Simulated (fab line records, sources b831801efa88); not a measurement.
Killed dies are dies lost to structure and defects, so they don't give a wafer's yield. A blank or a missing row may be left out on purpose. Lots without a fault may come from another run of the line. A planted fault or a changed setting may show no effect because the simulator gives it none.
A struck lot beside a sound one | flow gf180mcu | 22 steps out of a route of 602
Sound: wafers L848.1, L848.3, L848.6. Struck: wafer L861.6. (L861.3 of the same lot was not struck and is left out.) The cause comes at the end.
At each step with rows: each side's tool, then ch and its chambers, then its first start. Under that, the readings that differ: sound wafers | struck wafers | difference of the means | sigmas: that difference in standard deviations of wafers without a fault.
alike: readings whose means differ by less than 2 such deviations, and words and numbers that are the same on both sides. not compared: withheld readings, readings that some wafer has no value for, bounds like >300 that may hide the same value, and numbers for which the record gives no deviation and whose values overlap.
The two part at a step that has a row with sigmas, a row that says differs or no value, or rows on one side only. Numbers that don't overlap but have no deviation are shown without sigmas and don't part them. A reading that every wafer of one side lacks parts them only if that side has two wafers or more.

GF_V5_RS_MEAS_24: measures by four-point-probe.
  sound on film_metro-01, day 27 06:24; struck on film_metro-01, day 31 01:16
  alike: V5_W_RS
GF_V5_THK_MEAS_25: measures by xrf.
  sound on film_metro-01, day 27 06:31; struck on film_metro-01, day 31 01:22
  alike: V5_W_THK
GF_V5_CMP_26: polishes, stops on SiO2, t overpolish 15 s, target thk 0 nm.
  sound on cmp-02 ch 0,1,3, day 27 06:38; struck on cmp-01 ch 3, day 31 01:41
  alike: motor_current_A, overpolish_run_s, retaining_ring_pressure_frac, time_to_endpoint_s
then, 1 step without rows for these wafers: GF_TOP_METAL_SPUTTER_00 (material Ti, target thk 37.5 nm, time 150 s).
GF_TOP_METAL_SPUTTER_01: material TiN, target thk 30 nm, time 25 s.
  sound on pvd_sputter-03, day 27 06:59; struck on pvd_sputter-01, day 31 01:59
  alike: throttle_valve_pct
GF_TOP_METAL_SPUTTER_02: material AlCu, target thk 900 nm, time 47.82 s.
  sound on pvd_sputter-03, day 27 07:01; struck on pvd_sputter-01, day 31 02:01
  alike: throttle_valve_pct
GF_TOP_METAL_SPUTTER_03: material Ti, target thk 5 nm, time 3.3 s.
  sound on pvd_sputter-03, day 27 07:04; struck on pvd_sputter-01, day 31 02:04
  alike: throttle_valve_pct
GF_TOP_METAL_SPUTTER_04: material TiN, target thk 25 nm, time 20.8 s.
  sound on pvd_sputter-03, day 27 07:05; struck on pvd_sputter-01, day 31 02:05
  alike: throttle_valve_pct
GF_TOP_METAL_RS_MEAS_05: measures by four-point-probe.
  sound on film_metro-03, day 27 07:06; struck on film_metro-04, day 31 02:09
  reading                    | sound                | struck | difference | sigmas
  TOP_METAL_ALCU_RS (ohm/sq) | 0.0326 0.0323 0.0316 | 0.0334 | +0.0012    | +3
GF_TOP_METAL_THK_MEAS_06: measures by xrf.
  sound on film_metro-03, day 27 07:13; struck on film_metro-04, day 31 02:15
  reading                 | sound       | struck | difference | sigmas
  TOP_METAL_ALCU_THK (nm) | 909 915 941 | 885    | -37        | -3
then, 2 steps without rows for these wafers: GF_TOP_METAL_DEHYDRATE_07 (time 60 s); GF_TOP_METAL_HMDS_08 (prime time 60 s).
GF_TOP_METAL_COAT_09: resist thk 1500 nm.
  sound on litho_track-04 ch 0, day 27 16:53; struck on litho_track-02 ch 0, day 31 10:21
  reading                                        | sound          | struck | difference | sigmas
  model.NOVOLAK_of_TOP_METAL_COAT_09.thk_nm (nm) | 1506 1506 1507 | 1587   | +81        |
then, 4 steps without rows for these wafers: GF_TOP_METAL_SOFTBAKE_10 (time 60 s); GF_TOP_METAL_EXPOSE_11 (exposes mask MetalTop, target cd 440 nm); GF_TOP_METAL_PEB_12; GF_TOP_METAL_DEVELOP_13 (develop time 60 s).
GF_TOP_METAL_CD_MEAS_14: target cd 440 nm.
  sound on cd_sem-01, day 28 02:56; struck on cd_sem-01, day 31 19:16
  reading    | sound             | struck | difference | sigmas
  cd_nm (nm) | 439.3 438.2 438.5 | 444.4  | +5.7       | +2
GF_TOP_METAL_OVL_MEAS_15:
  sound on overlay-01, day 28 03:04; struck on overlay-02, day 31 19:22
  alike: TOP_METAL_OVL
GF_TOP_METAL_METAL_ETCH_16: etches the open film in Cl2/BCl3, stops on SiO2, target depth 1197 nm, time 199.5 s.
  sound on rie_metal-04 ch 0,1, day 28 03:05; struck on rie_metal-04 ch 1, day 31 19:27
  reading                                        | sound          | struck | difference | sigmas
  model.NOVOLAK_of_TOP_METAL_COAT_09.thk_nm (nm) | 1041 1030 1032 | 1114   | +80        |
  alike: drypump_motor_current_A, oes_product_au, throttle_valve_pct
  not compared: rf_hours_counter_h
GF_TOP_METAL_STRIP_17: strips in O2/N2.
  sound on plasma_asher-04 ch 0, day 28 03:17; struck on plasma_asher-02 ch 1, day 31 19:37
  reading                      | sound             | struck | difference | sigmas
  strip_time_to_endpoint_s (s) | 13.15 13.01 13.03 | 13.98  | +0.92      | +11
  alike: drypump_motor_current_A, heater_power_w, oes_product_au
  not compared: rf_hours_counter_h
then, 1 step without rows for these wafers: GF_TOP_METAL_STRIP_18 (strips in post etch residue remover, time 1200 s).

WHERE THEY PART
First at GF_TOP_METAL_RS_MEAS_05; last, within this record, at GF_TOP_METAL_STRIP_17.

WHY: what the simulator had put in
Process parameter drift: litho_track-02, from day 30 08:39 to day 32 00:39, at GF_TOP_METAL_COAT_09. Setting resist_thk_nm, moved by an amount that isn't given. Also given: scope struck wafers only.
